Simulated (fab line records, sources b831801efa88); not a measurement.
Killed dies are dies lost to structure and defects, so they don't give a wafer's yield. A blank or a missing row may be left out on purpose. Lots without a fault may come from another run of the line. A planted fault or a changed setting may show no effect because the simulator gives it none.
Which tool did it? | flow sky130 | 6 lots, 18 wafers sampled, at 3 steps of a route of 708

WHAT THE GAUGES READ, wafer by wafer
SKY_METAL1_THK_MEAS_06: measures by xrf.
lot  | measured     | on            | METAL1_ALCU_THK (nm)
L176 | day 33 04:56 | film_metro-01 | 250.5 250.7 251.6
L182 | day 34 23:40 | film_metro-02 | 247.4 246.8 246.7
L186 | day 36 03:48 | film_metro-01 | 250.3 251.3 252.4
L189 | day 37 01:56 | film_metro-04 | 252.1 251.0 252.5
L192 | day 37 22:23 | film_metro-04 | 247.4 249.8 245.6
L195 | day 39 00:41 | film_metro-04 | 247.4 249.3 248.8

WHICH TOOL RAN EACH LOT (tool, then ch and the chambers of the sampled wafers, then the start)
lot  | SKY_RES_PROTECT_SOFTBAKE_03       | SKY_METAL1_SPUTTER_03
L176 | litho_track-04 ch 0, day 16 00:14 | pvd_sputter-04, day 33 04:45
L182 | litho_track-01 ch 0, day 18 01:58 | pvd_sputter-02, day 34 23:28
L186 | litho_track-01 ch 0, day 19 08:41 | pvd_sputter-02, day 36 03:34
L189 | litho_track-04 ch 0, day 20 09:42 | pvd_sputter-04, day 37 01:45
L192 | litho_track-04 ch 0, day 21 09:36 | pvd_sputter-01, day 37 22:11
L195 | litho_track-04 ch 0, day 22 22:00 | pvd_sputter-01, day 39 00:30
- SKY_RES_PROTECT_SOFTBAKE_03: time 60 s.
- SKY_METAL1_SPUTTER_03: material Ti, target thk 5 nm, time 3.3 s.

THE ANSWER, worked out from the rows above alone
Rule: what is usual is taken from the lots themselves. Put in order of their means at a reading, lots are off if they are a third of the lots or fewer, leave a main group of 4 or more, and stand apart from it by a gap of 3 or more times the standard deviation of the main group's means; of several such gaps the widest counts. A main group whose means are all the same, to the digits that the tables above print for the reading, isn't used. A lot without any number at a reading at which 4 lots or more have one is off too. The other lots that the step has rows for count as sound.
No lot is off at any reading shown: from this, nothing can be told.

WHAT THE SIMULATOR HAD PUT IN
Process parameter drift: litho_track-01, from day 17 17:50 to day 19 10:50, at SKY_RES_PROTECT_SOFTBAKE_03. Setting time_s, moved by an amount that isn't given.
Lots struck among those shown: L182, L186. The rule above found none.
